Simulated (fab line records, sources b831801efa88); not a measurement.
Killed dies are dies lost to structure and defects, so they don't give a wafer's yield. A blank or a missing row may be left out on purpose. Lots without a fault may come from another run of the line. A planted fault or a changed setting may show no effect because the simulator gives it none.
Problem report in the 8D (eight disciplines) form, filled by code | flow sky130 | the parts of the form that need people (team, actions taken, sign-off) are left out

1. THE PROBLEM
heater_power_total_W at SKY_METAL5_SOFTBAKE_10 reads a mean of 54.23 W on 9 wafers of 3 lots; wafers without a fault read 56.60 W with a standard deviation of 0.041. That is -58 standard deviations from the usual mean.
The step: time 60 s.
First seen on wafer L305.4, day 44 11:26, on litho_track-04. The record holds 21 wafers of 7 lots with a number at this step. Rule for "out", or "out of limits": more than 4 standard deviations from the usual mean. The other wafers with a number count as sound.

2. WHAT IT IS AND WHAT IT IS NOT
question                    | is                                 | is not
which readings at this step | heater_power_total_W, plate_temp_C | -
which lots                  | L305, L307, L308                   | L304, L320, L321, L322
which wafers of those lots  | all that have a number             | -
read on which tools         | litho_track-04                     | litho_track-02, litho_track-03
when                        | from day 44 11:26                  | up to then (3 sound wafers); but 9 sound wafers of L320, L321, L322 came after

3. SUSPECTS, AND WHAT RULES EACH OUT
Counting: a tool at a process step up to the reading stays a suspect if it ran every lot that is out and no sound lot after the first of them.
- litho_track-04 at SKY_METAL5_SOFTBAKE_10 (time 60 s): kept. It ran every lot that is out, first L305 (day 44 11:26), and no sound lot after that; its last sound lot up to then is L304 (day 43 21:50). Its own readings are out on those wafers: heater_power_total_W, plate_temp_C.
Left after counting: litho_track-04 at SKY_METAL5_SOFTBAKE_10.

4. THE CAUSE (what the simulator had put in)
Process parameter drift: litho_track-04, from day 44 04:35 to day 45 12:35, at SKY_METAL5_SOFTBAKE_10. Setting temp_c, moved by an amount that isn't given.
Counting left only this tool.

5. THE CHAIN OF EFFECTS, in route order
Each row: a reading whose mean over the struck wafers that have a number lies more than 3 standard deviations from the usual. Only readings for which the record gives a usual standard deviation are gone through. hours: the time from each lot's start at the first step in this table that gives one to its start at this step, as a median over the lots. sigmas: the change in usual standard deviations.
hours | step                   | reading              | usual   | on struck wafers | change | sigmas
0     | SKY_METAL5_SOFTBAKE_10 | heater_power_total_W | 56.60 W | 54.23            | -2.37  | -58
0     | SKY_METAL5_SOFTBAKE_10 | plate_temp_C         | 89.98 C | 87.38            | -2.60  | -19
The process steps in it:
- SKY_METAL5_SOFTBAKE_10: time 60 s.

6. WHAT WOULD HAVE CAUGHT IT SOONER
In this record the first reading out of limits was taken at day 44 11:26, 7 hours after the fault began at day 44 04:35.
